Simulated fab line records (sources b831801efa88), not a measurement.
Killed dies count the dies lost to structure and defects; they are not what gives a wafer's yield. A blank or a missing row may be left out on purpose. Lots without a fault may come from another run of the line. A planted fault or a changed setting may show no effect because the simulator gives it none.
fab line records | flow sky130
record lots=13 | wafers=39 | lastDay=50
route steps=708 shown NWELL@67 VT_ADJUST_HVTP@95 VT_ADJUST_HVTR@142 VT_ADJUST_PCH@152
lots that met no fault: taken from a fault-free run of the same line
startH: hours from the record's first day to the start of the lot's first wafer shown | waitH: hours since the lot's step before | " repeats the value in the row above | L1.1+2: several wafers, shown together as one row | - no value, or no start was given | * or withheld: withheld | < > ~ a bound
route shown NAME@n: names a module that has steps shown in the file, with the first one's number in the route | usual: the fault-free wafers' mean and standard deviation | same: alike in all rows | chamber/n: place in a boat | sites: per-site readings | _std_site: how widely they spread, as a standard deviation | _edge_site: the outer-site mean with the inner-site mean subtracted | radiusMm: how far each site lies from the wafer's centre | mask NAME#n: copy n | behind: the tool/chamber that last shaped the wafer | hold: why the lot went on hold/how many hours it stayed there/how the hold came to an end | device: the n, p or np transistor that did not switch | end of line: the route-end tests of the same wafers | where a step has no rows: the recipe by itself | killed: the dies lost at the first sort to structure and to defects; this is not the yield of the wafer | map: a wafer's dies, marking killed ones x, the rest . and places with no die _
set.NAME: setting as actually run; set.NAME@STEP: the setting as run at that earlier step | model.NAME: the simulator's own value behind a step, which no gauge read
one table for each step of the route and one row for each wafer, over a sample of lots
services: the hour from which a tool's chamber was out of use, counted from the record's first day as startH (under 0 if before that day), plus the number of hours and why
## steps
# step SKY_NWELL_STRIP_14
# recipe chemistry=O2/N2 | powerW=1400 | pressureMtorr=1500 | platenTempC=withheld | o2FlowSccm=3000 | n2FlowSccm=300 | overashFraction=0.5
# usual drypumpMotorCurrentA=5.39/0.28 | oesProductAu=0.722/0.0046 | stripTimeToEndpointS=36.89/0.093
# same overashFraction=0.5
lot.wafer | tool           | chamber | startH | waitH | drypumpMotorCurrentA | oesProductAu | rfHoursCounterH | stripTimeToEndpointS
L480.2    | plasmaAsher-01 | 0       | 85.91  | 0.1   | 5.21                 | 0.719        | 39              | 36.71
L480.5    | "              | 0       | "      | "     | 5.21                 | 0.725        | -               | 36.82
L480.6    | "              | 1       | "      | "     | 5.44                 | 0.721        | -               | 36.85
L483.4    | plasmaAsher-04 | 0       | 100.39 | 0.1   | 5.66                 | 0.724        | -               | 36.87
L483.5    | "              | 1       | "      | "     | 5.83                 | 0.724        | -               | 36.76
L483.6    | "              | 0       | "      | "     | 5.66                 | 0.724        | -               | 36.78
L484.4    | plasmaAsher-01 | 1       | 110.08 | 0.1   | 5.46                 | 0.730        | -               | 36.80
L484.5    | "              | 0       | "      | "     | 5.20                 | 0.715        | -               | 36.88
L484.6    | "              | 1       | "      | "     | 5.42                 | 0.716        | -               | 36.83
L485.1    | plasmaAsher-01 | 1       | 120.46 | 0.1   | 5.46                 | 0.731        | 43              | 36.91
L485.3    | "              | 0       | "      | "     | 5.20                 | 0.722        | -               | 36.92
L485.5    | "              | 0       | "      | "     | 5.19                 | 0.722        | -               | 36.97
L487.2    | plasmaAsher-04 | 1       | 132.14 | 0.1   | 5.81                 | 0.718        | 1               | 36.91
L487.4    | "              | 1       | "      | "     | 5.85                 | 0.732        | -               | 36.95
L487.6    | "              | 1       | "      | "     | 5.84                 | 0.721        | -               | 36.96
L488.1    | plasmaAsher-04 | 0       | 138.44 | 0.1   | 5.65                 | 0.719        | 2               | 36.88
L488.2    | "              | 1       | "      | "     | 5.83                 | 0.726        | 2               | 36.95
L488.4    | "              | 0       | "      | "     | 5.67                 | 0.713        | -               | 37.02
L489.3    | plasmaAsher-01 | 0       | 140.58 | 0.1   | 5.20                 | 0.725        | -               | 36.92
L489.5    | "              | 1       | "      | "     | 5.46                 | 0.722        | -               | 36.91
L489.6    | "              | 0       | "      | "     | 5.19                 | 0.725        | -               | 36.99
L490.1    | plasmaAsher-02 | 0       | 146.31 | 0.1   | 4.90                 | 0.722        | 35              | 36.89
L490.5    | "              | 0       | "      | "     | 4.91                 | 0.720        | -               | 36.77
L490.6    | "              | 1       | "      | "     | 5.59                 | 0.719        | -               | 36.90
L499.2    | plasmaAsher-04 | 1       | 196.46 | 0.1   | 5.82                 | 0.716        | 8               | 36.96
L499.4    | "              | 0       | "      | "     | 5.69                 | 0.719        | -               | 36.88
L499.6    | "              | 1       | "      | "     | 5.82                 | 0.719        | -               | 36.90
L500.3    | plasmaAsher-02 | 1       | 202.73 | 0.1   | 5.60                 | 0.725        | -               | 36.99
L500.5    | "              | 1       | "      | "     | 5.58                 | 0.720        | -               | 37.05
L500.6    | "              | 0       | "      | "     | 4.91                 | 0.721        | -               | 36.98
L501.2    | plasmaAsher-01 | 0       | 207.24 | 0.1   | 5.21                 | 0.727        | 51              | 36.88
L501.4    | "              | 0       | "      | "     | 5.18                 | 0.722        | -               | 36.93
L501.6    | "              | 1       | "      | "     | 5.41                 | 0.727        | -               | 36.74
L502.1    | plasmaAsher-02 | 0       | 212.80 | 0.1   | 4.91                 | 0.728        | 42              | 36.80
L502.3    | "              | 1       | "      | "     | 5.61                 | 0.719        | -               | 36.72
L502.4    | "              | 0       | "      | "     | 4.92                 | 0.722        | -               | 36.81
L503.1    | plasmaAsher-01 | 0       | 219.70 | 0.1   | 5.22                 | 0.735        | 52              | 36.80
L503.3    | "              | 1       | "      | "     | 5.47                 | 0.717        | -               | 36.92
L503.5    | "              | 0       | "      | "     | 5.22                 | 0.717        | -               | 36.80
# step SKY_NWELL_STRIP_25
# recipe chemistry=O2/N2 | powerW=1400 | pressureMtorr=1500 | platenTempC=withheld | o2FlowSccm=3000 | n2FlowSccm=300 | overashFraction=0.5
# usual drypumpMotorCurrentA=5.5/0.32 | oesProductAu=0.722/0.0043 | stripTimeToEndpointS=36.89/0.087
# same overashFraction=0.5
lot.wafer | tool           | chamber | startH | waitH | drypumpMotorCurrentA | oesProductAu | rfHoursCounterH | stripTimeToEndpointS
L480.2    | plasmaAsher-04 | 1       | 103.81 | 0.1   | 5.8                  | 0.724        | 40              | 36.77
L480.5    | "              | 1       | "      | "     | 5.8                  | 0.721        | -               | 36.90
L480.6    | "              | 0       | "      | "     | 5.6                  | 0.717        | -               | 36.93
L483.4    | plasmaAsher-04 | 1       | 118.48 | 0.1   | 5.8                  | 0.714        | -               | 36.88
L483.5    | "              | 0       | "      | "     | 5.6                  | 0.727        | -               | 36.86
L483.6    | "              | 1       | "      | "     | 5.8                  | 0.721        | -               | 36.82
L484.4    | plasmaAsher-01 | 1       | 128.68 | 0.1   | 5.4                  | 0.723        | -               | 36.80
L484.5    | "              | 1       | "      | "     | 5.5                  | 0.717        | -               | 36.90
L484.6    | "              | 0       | "      | "     | 5.2                  | 0.719        | -               | 36.84
L485.1    | plasmaAsher-02 | 0       | 138.84 | 0.1   | 4.9                  | 0.720        | 35              | 36.65
L485.3    | "              | 0       | "      | "     | 4.9                  | 0.722        | -               | 36.72
L485.5    | "              | 0       | "      | "     | 4.9                  | 0.728        | -               | 36.70
L487.2    | plasmaAsher-02 | 0       | 152.10 | 0.1   | 4.9                  | 0.723        | 36              | 36.87
L487.4    | "              | 1       | "      | "     | 5.6                  | 0.717        | -               | 36.98
L487.6    | "              | 0       | "      | "     | 4.9                  | 0.725        | -               | 36.94
L488.1    | plasmaAsher-02 | 0       | 158.86 | 0.1   | 4.9                  | 0.724        | 37              | 36.84
L488.2    | "              | 1       | "      | "     | 5.6                  | 0.725        | 37              | 36.92
L488.4    | "              | 1       | "      | "     | 5.6                  | 0.725        | -               | 36.88
L489.3    | plasmaAsher-02 | 1       | 160.54 | 0.1   | 5.6                  | 0.921        | -               | -
L489.5    | "              | 0       | "      | "     | 4.9                  | 0.912        | -               | -
L489.6    | "              | 1       | "      | "     | 5.6                  | 0.910        | -               | -
L490.1    | plasmaAsher-04 | 0       | 166.94 | 0.1   | 5.7                  | 0.721        | 5               | 36.95
L490.5    | "              | 0       | "      | "     | 5.7                  | 0.724        | -               | 36.92
L490.6    | "              | 1       | "      | "     | 5.8                  | 0.717        | -               | 36.99
L499.2    | plasmaAsher-04 | 1       | 218.35 | 0.1   | 5.8                  | 0.723        | 10              | 36.83
L499.4    | "              | 1       | "      | "     | 5.8                  | 0.729        | -               | 36.96
L499.6    | "              | 1       | "      | "     | 5.8                  | 0.719        | -               | 36.98
L500.3    | plasmaAsher-02 | 1       | 225.43 | 0.1   | 5.6                  | 0.717        | -               | 36.95
L500.5    | "              | 1       | "      | "     | 5.6                  | 0.727        | -               | 36.78
L500.6    | "              | 0       | "      | "     | 4.9                  | 0.731        | -               | 36.90
L501.2    | plasmaAsher-01 | 1       | 227.59 | 0.1   | 5.4                  | 0.720        | 53              | 36.90
L501.4    | "              | 1       | "      | "     | 5.4                  | 0.730        | -               | 36.85
L501.6    | "              | 1       | "      | "     | 5.4                  | 0.720        | -               | 36.83
L502.1    | plasmaAsher-04 | 1       | 235.25 | 0.1   | 5.8                  | 0.726        | 11              | 36.87
L502.3    | "              | 0       | "      | "     | 5.7                  | 0.727        | -               | 37.03
L502.4    | "              | 1       | "      | "     | 5.8                  | 0.726        | -               | 36.93
L503.1    | plasmaAsher-02 | 0       | 242.39 | 0.1   | 4.9                  | 0.726        | 45              | 36.88
L503.3    | "              | 0       | "      | "     | 4.9                  | 0.715        | -               | 36.87
L503.5    | "              | 0       | "      | "     | 4.9                  | 0.718        | -               | 36.82
# step SKY_VT_ADJUST_HVTP_STRIP_10
# recipe chemistry=O2/N2 | powerW=1400 | pressureMtorr=1500 | platenTempC=withheld | o2FlowSccm=3000 | n2FlowSccm=300 | overashFraction=0.5
# usual drypumpMotorCurrentA=5.5/0.47 | oesProductAu=0.716/0.0044 | stripTimeToEndpointS=14.20/0.046
# same overashFraction=0.5
lot.wafer | tool           | chamber | startH | waitH | drypumpMotorCurrentA | oesProductAu | rfHoursCounterH | stripTimeToEndpointS
L480.2    | plasmaAsher-01 | 0       | 122.46 | 0.1   | 5.2                  | 0.718        | 43              | 14.23
L480.5    | "              | 0       | "      | "     | 5.2                  | 0.716        | -               | 14.22
L480.6    | "              | 1       | "      | "     | 5.5                  | 0.721        | -               | 14.26
L483.4    | plasmaAsher-03 | 1       | 137.23 | 0.1   | 5.4                  | 0.716        | -               | 14.20
L483.5    | "              | 1       | "      | "     | 5.4                  | 0.710        | -               | 14.19
L483.6    | "              | 0       | "      | "     | 6.4                  | 0.720        | -               | 14.21
L484.4    | plasmaAsher-01 | 0       | 148.89 | 0.1   | 5.2                  | 0.711        | -               | 14.11
L484.5    | "              | 1       | "      | "     | 5.4                  | 0.718        | -               | 14.11
L484.6    | "              | 0       | "      | "     | 5.2                  | 0.715        | -               | 14.09
L485.1    | plasmaAsher-03 | 0       | 159.76 | 0.1   | 6.4                  | 0.716        | 47              | 14.17
L485.3    | "              | 0       | "      | "     | 6.4                  | 0.719        | -               | 14.19
L485.5    | "              | 0       | "      | "     | 6.4                  | 0.711        | -               | 14.16
L487.2    | plasmaAsher-01 | 0       | 173.03 | 0.1   | 5.2                  | 0.721        | 48              | 14.13
L487.4    | "              | 0       | "      | "     | 5.2                  | 0.718        | -               | 14.07
L487.6    | "              | 1       | "      | "     | 5.5                  | 0.716        | -               | 14.08
L488.1    | plasmaAsher-02 | 0       | 178.76 | 0.1   | 4.9                  | 0.713        | 39              | 14.16
L488.2    | "              | 1       | "      | "     | 5.6                  | 0.709        | 39              | 14.23
L488.4    | "              | 0       | "      | "     | 4.9                  | 0.716        | -               | 14.19
L489.3    | plasmaAsher-03 | 0       | 181.55 | 0.1   | 6.4                  | 0.728        | -               | 43.32
L489.5    | "              | 1       | "      | "     | 5.4                  | 0.733        | -               | 43.31
L489.6    | "              | 0       | "      | "     | 6.4                  | 0.727        | -               | 43.27
L490.1    | plasmaAsher-02 | 0       | 187.76 | 0.1   | 4.9                  | 0.725        | 39              | 14.23
L490.5    | "              | 0       | "      | "     | 4.9                  | 0.716        | -               | 14.24
L490.6    | "              | 1       | "      | "     | 5.6                  | 0.722        | -               | 14.21
L499.2    | plasmaAsher-03 | 0       | 241.18 | 0.1   | 6.5                  | 0.718        | 55              | 14.19
L499.4    | "              | 1       | "      | "     | 5.4                  | 0.718        | -               | 14.20
L499.6    | "              | 0       | "      | "     | 6.4                  | 0.715        | -               | 14.19
L500.3    | plasmaAsher-03 | 0       | 250.01 | 0.1   | 6.4                  | 0.715        | -               | 14.21
L500.5    | "              | 0       | "      | "     | 6.4                  | 0.712        | -               | 14.23
L500.6    | "              | 1       | "      | "     | 5.4                  | 0.727        | -               | 14.18
L501.2    | plasmaAsher-01 | 0       | 252.01 | 0.1   | 5.2                  | 0.727        | 55              | 14.28
L501.4    | "              | 1       | "      | "     | 5.4                  | 0.712        | -               | 14.23
L501.6    | "              | 0       | "      | "     | 5.2                  | 0.719        | -               | 14.25
L502.1    | plasmaAsher-02 | 1       | 259.31 | 0.1   | 5.6                  | 0.712        | 46              | 14.20
L502.3    | "              | 0       | "      | "     | 4.9                  | 0.716        | -               | 14.20
L502.4    | "              | 1       | "      | "     | 5.6                  | 0.718        | -               | 14.22
L503.1    | plasmaAsher-01 | 1       | 267.11 | 0.1   | 5.4                  | 0.719        | 57              | 14.25
L503.3    | "              | 0       | "      | "     | 5.2                  | 0.722        | -               | 14.22
L503.5    | "              | 1       | "      | "     | 5.5                  | 0.718        | -               | 14.23
# step SKY_VT_ADJUST_HVTP_TW_MEAS_11
# usual VT_ADJUST_HVTP_TW=1364/10
lot.wafer | tool         | chamber | startH | waitH | VT_ADJUST_HVTP_TW
L480.2    | filmMetro-03 | -       | 122.57 | 0.1   | 1361
L480.5    | "            | -       | "      | "     | 1369
L480.6    | "            | -       | "      | "     | 1362
L483.4    | filmMetro-03 | -       | 137.33 | 0.1   | 1365
L483.5    | "            | -       | "      | "     | 1361
L483.6    | "            | -       | "      | "     | 1363
L484.4    | filmMetro-02 | -       | 148.99 | 0.1   | 1373
L484.5    | "            | -       | "      | "     | 1362
L484.6    | "            | -       | "      | "     | 1366
L485.1    | filmMetro-02 | -       | 159.86 | 0.1   | 1360
L485.3    | "            | -       | "      | "     | 1364
L485.5    | "            | -       | "      | "     | 1367
L487.2    | filmMetro-03 | -       | 173.14 | 0.1   | 1360
L487.4    | "            | -       | "      | "     | 1365
L487.6    | "            | -       | "      | "     | 1363
L488.1    | filmMetro-01 | -       | 178.86 | 0.1   | 1365
L488.2    | "            | -       | "      | "     | 1356
L488.4    | "            | -       | "      | "     | 1355
L489.3    | filmMetro-01 | -       | 181.63 | 0.1   | 30
L489.5    | "            | -       | "      | "     | 30
L489.6    | "            | -       | "      | "     | 30
L490.1    | filmMetro-01 | -       | 187.86 | 0.1   | 1355
L490.5    | "            | -       | "      | "     | 1355
L490.6    | "            | -       | "      | "     | 1361
L499.2    | filmMetro-03 | -       | 241.29 | 0.1   | 1380
L499.4    | "            | -       | "      | "     | 1372
L499.6    | "            | -       | "      | "     | 1377
L500.3    | filmMetro-03 | -       | 250.10 | 0.1   | 1376
L500.5    | "            | -       | "      | "     | 1377
L500.6    | "            | -       | "      | "     | 1370
L501.2    | filmMetro-03 | -       | 252.12 | 0.1   | 1382
L501.4    | "            | -       | "      | "     | 1382
L501.6    | "            | -       | "      | "     | 1385
L502.1    | filmMetro-03 | -       | 259.41 | 0.1   | 1392
L502.3    | "            | -       | "      | "     | 1373
L502.4    | "            | -       | "      | "     | 1380
L503.1    | filmMetro-01 | -       | 267.21 | 0.1   | 1350
L503.3    | "            | -       | "      | "     | 1348
L503.5    | "            | -       | "      | "     | 1351
# step SKY_VT_ADJUST_HVTR_TW_MEAS_11
# usual VT_ADJUST_HVTR_TW=213.3/1.2
lot.wafer | tool         | chamber | startH | waitH | VT_ADJUST_HVTR_TW
L480.2    | filmMetro-03 | -       | 203.93 | 0.1   | 211.5
L480.5    | "            | -       | "      | "     | 214.1
L480.6    | "            | -       | "      | "     | 212.7
L483.4    | filmMetro-02 | -       | 221.25 | 0.1   | 211.7
L483.5    | "            | -       | "      | "     | 212.8
L483.6    | "            | -       | "      | "     | 212.7
L484.4    | filmMetro-03 | -       | 233.26 | 0.1   | 214.6
L484.5    | "            | -       | "      | "     | 214.3
L484.6    | "            | -       | "      | "     | 215.2
L485.1    | filmMetro-02 | -       | 247.76 | 0.1   | 213.3
L485.3    | "            | -       | "      | "     | 212.8
L485.5    | "            | -       | "      | "     | 213.0
L487.2    | filmMetro-03 | -       | 263.19 | 0.1   | 213.5
L487.4    | "            | -       | "      | "     | 214.1
L487.6    | "            | -       | "      | "     | 213.7
L488.1    | filmMetro-02 | -       | 269.07 | 0.1   | 211.5
L488.2    | "            | -       | "      | "     | 212.9
L488.4    | "            | -       | "      | "     | 213.0
L489.3    | filmMetro-03 | -       | 272.00 | 0.1   | 215.0
L489.5    | "            | -       | "      | "     | 214.2
L489.6    | "            | -       | "      | "     | 214.3
L490.1    | filmMetro-02 | -       | 280.71 | 0.1   | 213.3
L490.5    | "            | -       | "      | "     | 212.6
L490.6    | "            | -       | "      | "     | 213.1
L499.2    | filmMetro-03 | -       | 343.02 | 0.1   | 215.7
L499.4    | "            | -       | "      | "     | 215.0
L499.6    | "            | -       | "      | "     | 215.0
L500.3    | filmMetro-03 | -       | 355.73 | 0.1   | 215.2
L500.5    | "            | -       | "      | "     | 214.6
L500.6    | "            | -       | "      | "     | 214.4
L501.2    | filmMetro-04 | -       | 356.02 | 0.1   | 212.0
L501.4    | "            | -       | "      | "     | 211.7
L501.6    | "            | -       | "      | "     | 212.4
L502.1    | filmMetro-04 | -       | 364.03 | 0.1   | 211.4
L502.3    | "            | -       | "      | "     | 211.4
L502.4    | "            | -       | "      | "     | 211.2
L503.1    | filmMetro-02 | -       | 374.46 | 0.1   | 214.2
L503.3    | "            | -       | "      | "     | 212.5
L503.5    | "            | -       | "      | "     | 211.8
# step SKY_VT_ADJUST_PCH_STRIP_09
# recipe chemistry=O2/N2 | powerW=1400 | pressureMtorr=1500 | platenTempC=withheld | o2FlowSccm=3000 | n2FlowSccm=300 | overashFraction=0.5
# usual drypumpMotorCurrentA=5.6/0.5 | oesProductAu=0.722/0.0043 | stripTimeToEndpointS=36.87/0.11
# same overashFraction=0.5
lot.wafer | tool           | chamber | startH | waitH | drypumpMotorCurrentA | oesProductAu | rfHoursCounterH | stripTimeToEndpointS
L480.2    | plasmaAsher-03 | 0       | 225.94 | 0.1   | 6.4                  | 0.728        | 54              | 36.73
L480.5    | "              | 0       | "      | "     | 6.4                  | 0.728        | -               | 36.70
L480.6    | "              | 1       | "      | "     | 5.4                  | 0.719        | -               | 36.61
L483.4    | plasmaAsher-03 | 0       | 244.02 | 0.1   | 6.5                  | 0.724        | -               | 36.86
L483.5    | "              | 1       | "      | "     | 5.4                  | 0.724        | -               | 36.98
L483.6    | "              | 0       | "      | "     | 6.4                  | 0.712        | -               | 36.88
L484.4    | plasmaAsher-01 | 1       | 257.37 | 0.1   | 5.4                  | 0.717        | -               | 36.67
L484.5    | "              | 0       | "      | "     | 5.2                  | 0.725        | -               | 36.73
L484.6    | "              | 1       | "      | "     | 5.5                  | 0.715        | -               | 36.69
L485.1    | plasmaAsher-03 | 0       | 271.64 | 0.1   | 6.4                  | 0.721        | 58              | 36.91
L485.3    | "              | 0       | "      | "     | 6.5                  | 0.722        | -               | 36.84
L485.5    | "              | 1       | "      | "     | 5.4                  | 0.716        | -               | 36.86
L487.2    | plasmaAsher-02 | 1       | 288.79 | 0.1   | 5.6                  | 0.725        | 49              | 36.73
L487.4    | "              | 0       | "      | "     | 4.9                  | 0.725        | -               | 36.57
L487.6    | "              | 1       | "      | "     | 5.6                  | 0.730        | -               | 36.69
L488.1    | plasmaAsher-03 | 1       | 294.29 | 0.1   | 5.4                  | 0.725        | 60              | 36.97
L488.2    | "              | 0       | "      | "     | 6.4                  | 0.718        | 60              | 36.94
L488.4    | "              | 0       | "      | "     | 6.4                  | 0.719        | -               | 36.92
L489.3    | plasmaAsher-03 | 1       | 297.33 | 0.1   | 5.4                  | 0.725        | -               | 36.81
L489.5    | "              | 0       | "      | "     | 6.4                  | 0.725        | -               | 36.86
L489.6    | "              | 1       | "      | "     | 5.4                  | 0.727        | -               | 36.72
L490.1    | plasmaAsher-02 | 0       | 305.79 | 0.1   | 4.9                  | 0.717        | 51              | 36.88
L490.5    | "              | 1       | "      | "     | 5.6                  | 0.719        | -               | 36.84
L490.6    | "              | 0       | "      | "     | 4.9                  | 0.721        | -               | 36.97
L499.2    | plasmaAsher-03 | 0       | 371.34 | 0.1   | 6.5                  | 0.728        | 68              | 36.84
L499.4    | "              | 0       | "      | "     | 6.5                  | 0.718        | -               | 36.87
L499.6    | "              | 1       | "      | "     | 5.4                  | 0.718        | -               | 36.90
L500.3    | plasmaAsher-01 | 1       | 384.82 | 0.1   | 5.5                  | 0.720        | -               | 36.83
L500.5    | "              | 0       | "      | "     | 5.2                  | 0.717        | -               | 36.99
L500.6    | "              | 1       | "      | "     | 5.5                  | 0.727        | -               | 36.97
L501.2    | plasmaAsher-03 | 1       | 384.89 | 0.1   | 5.4                  | 0.720        | 70              | 36.97
L501.4    | "              | 1       | "      | "     | 5.4                  | 0.726        | -               | 36.89
L501.6    | "              | 0       | "      | "     | 6.5                  | 0.719        | -               | 36.87
L502.1    | plasmaAsher-01 | 0       | 392.14 | 0.1   | 5.2                  | 0.721        | 69              | 36.84
L502.3    | "              | 1       | "      | "     | 5.5                  | 0.727        | -               | 36.80
L502.4    | "              | 0       | "      | "     | 5.2                  | 0.723        | -               | 36.82
L503.1    | plasmaAsher-03 | 1       | 402.04 | 0.1   | 5.4                  | 0.730        | 71              | 37.00
L503.3    | "              | 1       | "      | "     | 5.4                  | 0.718        | -               | 36.98
L503.5    | "              | 1       | "      | "     | 5.4                  | 0.726        | -               | 36.93
## services
tool           | chamber | startH | hours | kind
plasmaAsher-01 | -       | 76.29  | 4.3   | pm
plasmaAsher-03 | -       | 78.19  | 18.8  | pm
plasmaAsher-04 | -       | 108.75 | 9.0   | pm
plasmaAsher-04 | 0       | 108.75 | 9.0   | ventCycle
plasmaAsher-04 | 1       | 108.75 | 9.0   | ventCycle
plasmaAsher-04 | 0       | 117.75 | -     | clean
plasmaAsher-04 | 1       | 117.75 | -     | clean
plasmaAsher-01 | -       | 135.99 | 4.5   | repair
plasmaAsher-02 | -       | 256.33 | 1.9   | repair
plasmaAsher-02 | -       | 318.52 | 7.1   | repair
plasmaAsher-04 | -       | 337.48 | 2.8   | pm
plasmaAsher-01 | -       | 362.56 | 11.4  | repair
plasmaAsher-01 | -       | 368.78 | 1.1   | repair
## key
firstSign step=SKY_NWELL_STRIP_25 | reading=oesProductAu | direction=up | sigmas=45 | usual=0.722 | struck=0.914
effect step=SKY_VT_ADJUST_HVTP_STRIP_10 | reading=stripTimeToEndpointS | direction=up | sigmas=99+ | usual=* | struck=*
effect step=SKY_VT_ADJUST_HVTP_TW_MEAS_11 | reading=VT_ADJUST_HVTP_TW | direction=down | sigmas=99+ | usual=1364 | struck=30
metAt SKY_NWELL_STRIP_25
struckLots L489
sortLeftOut L489.3,L489.5,L489.6
testerLeftOut L489
notActingAt SKY_NWELL_STRIP_14,SKY_VT_ADJUST_HVTR_TW_MEAS_11,SKY_VT_ADJUST_PCH_STRIP_09
onsetBetween 158.86 160.54
fault kind=stripAborted | tool=plasmaAsher-02 | chamber=- | onsetH=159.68 | steps=SKY_NWELL_STRIP_25 | offset=0.85859 | endH=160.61
# testerLeftOut: of these lots the tester's yield and bins aren't shown, on N5 and GAA mostly nor the transistor test; their killed dies are dies lost to structure and defects alone, not to doping, threshold or leakage, so they don't give the yield
# sortLeftOut: the simulated sort isn't trusted on such a fault, so these wafers' sort isn't shown, and their yield isn't known
